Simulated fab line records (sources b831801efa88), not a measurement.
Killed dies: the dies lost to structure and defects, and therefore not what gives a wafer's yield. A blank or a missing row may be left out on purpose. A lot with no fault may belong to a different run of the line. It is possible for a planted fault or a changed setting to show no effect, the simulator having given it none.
fab line records    flow sky130
record lots=11  wafers=33  last_day=50
route steps=708 shown VT_ADJUST_PCH@150 SONOS_TUNNEL@162 SONOS_ONO@168 PAD_OPEN@708
lots that met no fault: from a run of the same line without faults
start_h: hours from the record's opening day to when the first of the lot's shown wafers began    wait_h: hours from the lot's prior step to this one    " unchanged from the row above    L1.1+2: a single row standing in for several wafers    - no value present, or no start provided    * or withheld: withheld    < > ~ a bound
route shown NAME@n: NAME is a module with steps in the file, n the number in the route of the first one    usual: the fault-free wafers' mean and standard deviation    same: alike in all rows    chamber/n: place in a boat    sites: readings site by site    _std_site: how widely they spread, as a standard deviation    _edge_site: inner sites' mean taken away from outer sites' mean    radius_mm: how far each site lies from the wafer's centre    mask NAME#n: copy n    behind: the last tool/chamber to shape the wafer    hold: why the lot was held/for how many hours/how that ended    device: transistor that didn't switch, given as n, p or np    end of line: tests of these same wafers at the route's end    a step without rows: its recipe alone    killed: count of dies lost to structure and defects at first sort (not the wafer's yield)    map: dies across one wafer; x = killed, . = not, _ = none there
set.NAME: the setting the step ran with; set.NAME@STEP: the setting that earlier step ran with    model.NAME: the simulator's own value behind a step, which no gauge read
steps of the route over a sample of lots; a table a step, a row a wafer
services: when a tool's chamber went out of use (start_h, in hours from the record's first day, below 0 if earlier), for how many hours, and the reason
## steps
# step SKY_VT_ADJUST_PCH_OVL_MEAS_07
# usual VT_ADJUST_PCH_OVL=-0.7/1.4
lot.wafer  tool        chamber  start_h  wait_h  VT_ADJUST_PCH_OVL[nm]
L134.1     overlay-02  -        222.13   -       -1.9
L134.2     "           -        "        "       -1.5
L134.5     "           -        "        "       -1.7
L136.2     overlay-02  -        240.64   -       0.5
L136.4     "           -        "        "       1.3
L136.6     "           -        "        "       1.2
L137.1     overlay-02  -        247.59   -       -0.4
L137.2     "           -        "        "       0.1
L137.3     "           -        "        "       0.7
L139.2     overlay-02  -        255.35   -       -0.5
L139.4     "           -        "        "       -0.5
L139.5     "           -        "        "       -0.1
L140.2     overlay-01  -        265.79   -       -1.0
L140.3     "           -        "        "       -2.0
L140.4     "           -        "        "       -0.4
L141.1     overlay-02  -        274.78   -       -1.2
L141.3     "           -        "        "       -0.8
L141.4     "           -        "        "       -0.9
L142.1     overlay-01  -        278.58   -       0.5
L142.2     "           -        "        "       0.0
L142.5     "           -        "        "       0.6
L144.1     overlay-01  -        297.08   -       -2.5
L144.3     "           -        "        "       -2.8
L144.5     "           -        "        "       -3.5
L151.1     overlay-01  -        353.09   -       0.4
L151.2     "           -        "        "       0.9
L151.3     "           -        "        "       0.5
L154.2     overlay-02  -        371.29   -       -1.7
L154.3     "           -        "        "       -3.0
L154.5     "           -        "        "       -2.2
L155.1     overlay-01  -        392.94   -       1.3
L155.2     "           -        "        "       -1.4
L155.4     "           -        "        "       1.0
# step SKY_SONOS_TUNNEL_OVL_MEAS_08
# usual SONOS_TUNNEL_OVL=-1.0/1.2
lot.wafer  tool        chamber  start_h  wait_h  SONOS_TUNNEL_OVL[nm]
L134.1     overlay-02  -        243.80   0.1     -3.7
L134.2     "           -        "        "       -1.6
L134.5     "           -        "        "       -2.1
L136.2     overlay-01  -        263.61   0.1     -1.5
L136.4     "           -        "        "       -0.3
L136.6     "           -        "        "       0.0
L137.1     overlay-01  -        270.81   0.1     -2.4
L137.2     "           -        "        "       -0.2
L137.3     "           -        "        "       -0.6
L139.2     overlay-02  -        279.61   0.1     -3.3
L139.4     "           -        "        "       -2.9
L139.5     "           -        "        "       -2.0
L140.2     overlay-02  -        290.21   0.1     0.7
L140.3     "           -        "        "       1.0
L140.4     "           -        "        "       0.2
L141.1     overlay-01  -        299.90   0.1     0.2
L141.3     "           -        "        "       -0.8
L141.4     "           -        "        "       -1.1
L142.1     overlay-02  -        303.50   0.1     0.5
L142.2     "           -        "        "       -0.2
L142.5     "           -        "        "       -0.9
L144.1     overlay-01  -        323.10   0.1     -1.2
L144.3     "           -        "        "       -0.9
L144.5     "           -        "        "       -0.1
L151.1     overlay-02  -        381.10   0.1     -0.6
L151.2     "           -        "        "       -1.9
L151.3     "           -        "        "       -0.3
L154.2     overlay-01  -        400.77   0.1     -1.6
L154.3     "           -        "        "       -0.6
L154.5     "           -        "        "       -2.4
L155.1     overlay-02  -        422.85   0.1     0.1
L155.2     "           -        "        "       -1.5
L155.4     "           -        "        "       0.2
# step SKY_SONOS_ONO_OXIDATION_00
# recipe temp_c=800  ambient=O2  idle_temp_c=700  ramp_up_c_per_min=10  ramp_down_c_per_min=3  stabilise_s=600  purge_s=300  target_thk_a=26  ox_time_s=1249
# usual ramp_up_c_per_min=10.000/0.0018  spike_tc_bottom_C=817.7/2.7  spike_tc_centre_C=800.3/0.86  spike_tc_lower_C=800.7/1.1  spike_tc_top_C=810.7/2.6  spike_tc_upper_C=798.6/1.2  tube_center_temp_C=800/0.075  tube_center_temp_C_max=802.1/0.33  zone_power_bottom_pct=21.8/0.38  zone_power_top_pct=28.0/0.65
lot.wafer  tool        chamber  start_h  wait_h  ramp_up_c_per_min  spike_tc_bottom_C  spike_tc_centre_C  spike_tc_lower_C  spike_tc_top_C  spike_tc_upper_C  tube_center_temp_C  tube_center_temp_C_max  zone_power_bottom_pct  zone_power_top_pct
L134.1     furnace-02  0        245.10   0.8     10.000             820.7              800.0              801.7             808.3           798.0             800.06              802.1                   22.6                   28.2
L134.2     "           0        "        "       10.000             821.2              800.2              800.4             809.8           797.1             799.9               801.6                   22.2                   28.7
L134.5     "           0        "        "       9.9978             819.7              799.9              801.5             807.2           797.5             799.98              801.9                   21.8                   29.0
L136.2     furnace-01  0        264.41   0.3     10.000             814.6              801.2              802.4             812.7           799.4             800.01              801.8                   21.4                   27.8
L136.4     "           0        "        "       10.0000            814.7              801.5              799.4             813.1           799.5             799.92              802.7                   21.6                   27.4
L136.6     "           0        "        "       9.9989             813.8              800.2              801.0             813.3           798.0             800.11              802.9                   21.3                   27.6
L137.1     furnace-01  0        271.63   0.3     9.9987             816.0              801.7              799.7             813.1           798.2             800.16              802.2                   21.9                   27.6
L137.2     "           0        "        "       9.9999             815.4              801.3              801.1             812.4           801.3             800.07              802.2                   21.2                   27.9
L137.3     "           0        "        "       10.002             816.0              798.8              799.7             814.8           799.6             799.98              801.6                   21.2                   27.2
L139.2     furnace-01  0        280.20   0.1     9.9973             815.3              801.4              800.8             816.5           798.4             800.03              802.2                   21.9                   27.5
L139.4     "           0        "        "       9.9985             815.6              800.7              801.6             812.5           798.3             799.98              802.0                   21.7                   27.6
L139.5     "           0        "        "       10.004             815.3              800.5              801.9             813.9           800.6             799.87              801.7                   21.6                   27.3
L140.2     furnace-01  0        292.19   1.5     10.002             814.4              800.6              802.3             812.0           799.2             799.98              802.3                   21.3                   27.4
L140.3     "           0        "        "       10.000             814.4              799.6              801.0             812.7           800.1             799.94              802.3                   21.4                   27.6
L140.4     "           0        "        "       10.002             815.2              801.7              801.5             814.3           799.9             800.04              802.9                   21.7                   27.3
L141.1     furnace-01  0        302.53   2.1     10.000             815.8              800.7              799.6             813.1           799.4             799.9               802.1                   21.6                   27.3
L141.3     "           0        "        "       10.002             816.8              800.7              801.2             812.4           799.7             800.05              802.4                   21.3                   27.3
L141.4     "           0        "        "       10.001             815.6              799.9              801.1             811.9           799.3             800.05              802.0                   21.6                   27.2
L142.1     furnace-01  0        305.13   1.1     9.9980             817.4              800.9              802.0             812.2           800.2             800.02              801.9                   21.4                   27.2
L142.2     "           0        "        "       10.000             814.2              799.1              798.9             813.4           798.3             800.05              801.6                   21.6                   27.8
L142.5     "           0        "        "       10.001             814.8              800.5              801.8             813.5           799.2             799.94              802.7                   21.3                   27.4
L144.1     furnace-02  0        324.60   1.0     9.9976             820.8              800.6              801.2             808.5           797.4             799.95              802.0                   22.0                   28.7
L144.3     "           0        "        "       10.000             821.0              800.4              801.1             807.8           798.3             799.98              802.3                   21.8                   28.2
L144.5     "           0        "        "       9.9991             819.5              800.0              800.6             806.9           795.1             800.14              801.8                   21.6                   28.9
L151.1     furnace-01  0        383.62   2.0     9.9984             799.3              783.1              786.0             796.8           781.5             783.3               785.7                   20.8                   26.4
L151.2     "           0        "        "       9.9990             796.9              782.6              784.4             797.5           783.7             783.19              784.7                   20.9                   27.1
L151.3     "           0        "        "       9.9996             800.2              783.7              782.3             797.0           782.8             783.25              784.9                   20.9                   26.5
L154.2     furnace-01  0        402.37   1.1     10.001             798.9              783.4              783.0             796.7           782.1             783.27              785.6                   20.6                   26.5
L154.3     "           0        "        "       10.002             800.5              783.9              783.4             795.5           783.4             783.2               785.4                   20.4                   26.6
L154.5     "           0        "        "       10.000             798.4              782.4              784.1             799.1           780.9             783.27              785.2                   21.0                   26.7
L155.1     furnace-02  0        424.01   0.6     10.001             819.0              801.4              798.4             807.8           797.2             800.09              802.1                   21.9                   29.0
L155.2     "           0        "        "       10.004             820.7              799.8              800.3             807.9           797.6             800.1               802.1                   22.1                   28.7
L155.4     "           0        "        "       10.004             820.7              799.5              801.0             807.5           798.4             799.89              801.5                   22.0                   28.6
# step SKY_SONOS_ONO_THK_MEAS_01
# recipe reads=SiO2_of_SONOS_ONO_OXIDATION_00
# usual SONOS_ONO_OXIDATION_THK=2.59/0.056
lot.wafer  tool           chamber  start_h  wait_h  SONOS_ONO_OXIDATION_THK[nm]
L134.1     film_metro-04  -        246.45   0.0     2.58
L134.2     "              -        "        "       2.56
L134.5     "              -        "        "       2.51
L136.2     film_metro-03  -        265.77   0.0     2.64
L136.4     "              -        "        "       2.57
L136.6     "              -        "        "       2.62
L137.1     film_metro-02  -        272.98   0.0     2.62
L137.2     "              -        "        "       2.70
L137.3     "              -        "        "       2.65
L139.2     film_metro-03  -        281.56   0.0     2.48
L139.4     "              -        "        "       2.51
L139.5     "              -        "        "       2.49
L140.2     film_metro-04  -        293.55   0.0     2.70
L140.3     "              -        "        "       2.65
L140.4     "              -        "        "       2.63
L141.1     film_metro-04  -        303.88   0.0     2.60
L141.3     "              -        "        "       2.60
L141.4     "              -        "        "       2.64
L142.1     film_metro-03  -        306.47   0.0     2.67
L142.2     "              -        "        "       2.65
L142.5     "              -        "        "       2.56
L144.1     film_metro-04  -        325.94   0.0     2.53
L144.3     "              -        "        "       2.58
L144.5     "              -        "        "       2.63
L151.1     film_metro-03  -        384.97   0.0     2.11
L151.2     "              -        "        "       2.03
L151.3     "              -        "        "       2.09
L154.2     film_metro-02  -        403.73   0.0     2.03
L154.3     "              -        "        "       2.00
L154.5     "              -        "        "       2.00
L155.1     film_metro-04  -        425.36   0.0     2.53
L155.2     "              -        "        "       2.53
L155.4     "              -        "        "       2.56
# step SKY_SONOS_ONO_ETCH_15
# recipe target_depth_nm=19.52  chemistry=CHF3/O2  source_w=600  bias_w=200  pressure_mtorr=40  chf3_flow_sccm=50  O2_flow_sccm=5  time_s=7.8
# usual O2_flow_sccm=5.001/0.015  bias_w=200.0/0.67  drypump_motor_current_A=5.8/0.51  oes_product_au=1.002/0.0085  throttle_valve_pct=8.826/0.0088
# same time_s=7.8
lot.wafer  tool         chamber  start_h  wait_h  O2_flow_sccm  bias_w  drypump_motor_current_A  oes_product_au  rf_hours_counter_h  throttle_valve_pct
L134.1     rie_diel-02  3        272.97   0.0     4.990         199.6   6.0                      1.012           3                   8.827
L134.2     "            1        "        "       5.023         200.0   5.9                      0.996           10                  8.838
L134.5     "            0        "        "       4.990         199.4   4.8                      1.003           -                   8.829
L136.2     rie_diel-04  1        292.57   0.0     4.983         200.0   6.6                      1.014           80                  8.833
L136.4     "            3        "        "       5.018         200.0   6.0                      0.995           32                  8.829
L136.6     "            2        "        "       5.030         199.4   5.0                      1.016           -                   8.827
L137.1     rie_diel-04  3        300.34   0.0     4.984         199.6   6.0                      0.991           32                  8.819
L137.2     "            1        "        "       5.013         200.4   6.6                      0.986           81                  8.826
L137.3     "            0        "        "       4.992         200.2   5.5                      1.001           2                   8.829
L139.2     rie_diel-04  0        308.77   0.0     5.001         200.2   5.5                      1.012           2                   8.822
L139.4     "            2        "        "       5.000         199.2   5.0                      1.013           51                  8.832
L139.5     "            1        "        "       4.991         200.8   6.6                      0.995           -                   8.822
L140.2     rie_diel-01  0        323.44   0.0     5.013         199.8   6.3                      1.001           4                   8.817
L140.3     "            2        "        "       5.027         199.4   5.9                      1.002           4                   8.817
L140.4     "            1        "        "       5.012         200.4   5.4                      1.001           35                  8.836
L141.1     rie_diel-02  1        335.77   0.0     4.999         200.2   5.9                      0.997           11                  8.820
L141.3     "            3        "        "       5.011         199.8   6.0                      0.992           4                   8.836
L141.4     "            2        "        "       4.976         199.9   5.8                      0.994           5                   8.817
L142.1     rie_diel-04  3        337.49   0.0     5.005         200.4   6.0                      0.984           33                  8.824
L142.2     "            0        "        "       5.006         199.5   5.5                      1.005           3                   8.839
L142.5     "            0        "        "       5.017         199.0   5.5                      1.013           -                   8.812
L144.1     rie_diel-04  2        355.94   0.0     4.995         200.0   4.9                      0.990           51                  8.815
L144.3     "            1        "        "       4.973         201.0   6.6                      1.001           81                  8.818
L144.5     "            1        "        "       4.984         199.1   6.6                      1.016           -                   8.834
L151.1     rie_diel-02  3        416.79   0.0     4.989         201.1   5.9                      0.998           6                   8.838
L151.2     "            0        "        "       4.988         199.6   4.8                      0.999           95                  8.820
L151.3     "            1        "        "       4.991         199.1   5.9                      0.991           13                  8.829
L154.2     rie_diel-02  0        438.87   0.0     4.991         199.2   4.8                      0.994           95                  8.829
L154.3     "            3        "        "       5.023         199.5   6.0                      0.997           6                   8.825
L154.5     "            2        "        "       4.987         200.1   5.7                      0.990           -                   8.833
L155.1     rie_diel-04  0        459.79   0.0     4.994         200.5   5.5                      1.015           5                   8.838
L155.2     "            1        "        "       4.988         200.1   6.6                      1.006           84                  8.825
L155.4     "            3        "        "       4.990         199.6   6.0                      1.002           36                  8.831
# step SKY_PAD_OPEN_PROBE_99
# usual killed_at_M0_to_M3=44/7.2  killed_at_M4_up=3.0/1.9  killed_at_contacts=25/4.8  killed_at_front_end=16/4.2  killed_at_other=0.2/0.44  killed_dies=88/9.3  killed_open=48/7.1  killed_short=40/6.5
# same gross_dies=492  killed_at_back_side=0
lot.wafer  tool       chamber  start_h  wait_h  killed_at_M0_to_M3  killed_at_M4_up  killed_at_contacts  killed_at_front_end  killed_at_other  killed_dies  killed_open  killed_short
L151.1     prober-01  -        1168.52  0.1     37                  5                19                  18                   0                79           33           46
L151.2     prober-01  -        1168.57  0.1     31                  3                27                  24                   0                85           51           34
L151.3     prober-01  -        1168.62  0.2     45                  5                17                  20                   0                87           51           36
# killed by level:class
L151.1 VIA1:geometric_particle:open=7 METAL2:geometric_particle:short=7 CONTACT:geometric_particle:short=5 POLY_GATE:geometric_particle:short=5 LOCAL_INTERCONNECT:geometric_particle:short=5 VIA3:geometric_particle:open=5 FIELD_ISO:geometric_particle:open=4 SPACER:geometric_particle:short=4
L151.2 VIA1:geometric_particle:open=10 LI_CONTACT:geometric_particle:open=8 CONTACT:geometric_particle:short=8 CONTACT:geometric_particle:open=8 FIELD_ISO:geometric_particle:short=7 POLY_GATE:geometric_particle:open=5 VIA3:geometric_particle:open=5 FIELD_ISO:geometric_particle:open=3
L151.3 VIA1:geometric_particle:open=8 LI_CONTACT:geometric_particle:open=7 VIA2:geometric_particle:open=7 CONTACT:geometric_particle:open=6 FIELD_ISO:geometric_particle:short=5 METAL3:geometric_particle:short=5 VIA3:geometric_particle:open=5 FIELD_ISO:geometric_particle:open=4
## services
tool         chamber  start_h  hours  kind
rie_diel-01  3        221.12   -      clean
rie_diel-01  3        221.12   21.1   scheduled_down
rie_diel-01  3        221.12   21.1   vent_cycle
rie_diel-02  3        226.15   31.0   repair
rie_diel-04  -        227.07   0.4    repair
rie_diel-02  -        229.39   2.8    pm
rie_diel-01  0        236.73   7.6    repair
furnace-01   -        253.32   4.2    pm
furnace-01   -        283.35   1.2    repair
rie_diel-01  -        310.09   0.5    repair
rie_diel-01  -        367.18   2.1    repair
rie_diel-01  -        370.27   28.1   pm
rie_diel-02  0        405.02   3.5    repair
rie_diel-02  2        414.64   3.4    repair
rie_diel-02  -        423.66   14.6   pm
rie_diel-01  3        425.04   4.0    repair
## key
first_sign step=SKY_SONOS_ONO_OXIDATION_00  reading=tube_center_temp_C  direction=down  sigmas=99+  usual=*  struck=*
effect step=SKY_SONOS_ONO_OXIDATION_00  reading=tube_center_temp_C_max  direction=down  sigmas=51  usual=*  struck=*
effect step=SKY_SONOS_ONO_THK_MEAS_01  reading=SONOS_ONO_OXIDATION_THK  direction=down  sigmas=9.7  usual=2.59  struck=2.04
met_at SKY_SONOS_ONO_OXIDATION_00
struck_lots L151,L154
tester_left_out L151,L154
not_acting_at SKY_VT_ADJUST_PCH_OVL_MEAS_07,SKY_SONOS_TUNNEL_OVL_MEAS_08,SKY_SONOS_ONO_ETCH_15
onset_between 305.13 383.62
fault kind=process_parameter_drift  tool=furnace-01  chamber=-  onset_h=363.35  steps=SKY_SONOS_ONO_OXIDATION_00  channel=temp_c  offset=*  shape=step  end_h=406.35  acts_in=*  stated=*
# tester_left_out: of these lots the tester's yield and bins aren't shown, on N5 and GAA mostly nor the transistor test; their killed dies are dies lost to structure and defects alone, not to doping, threshold or leakage, so they don't give the yield
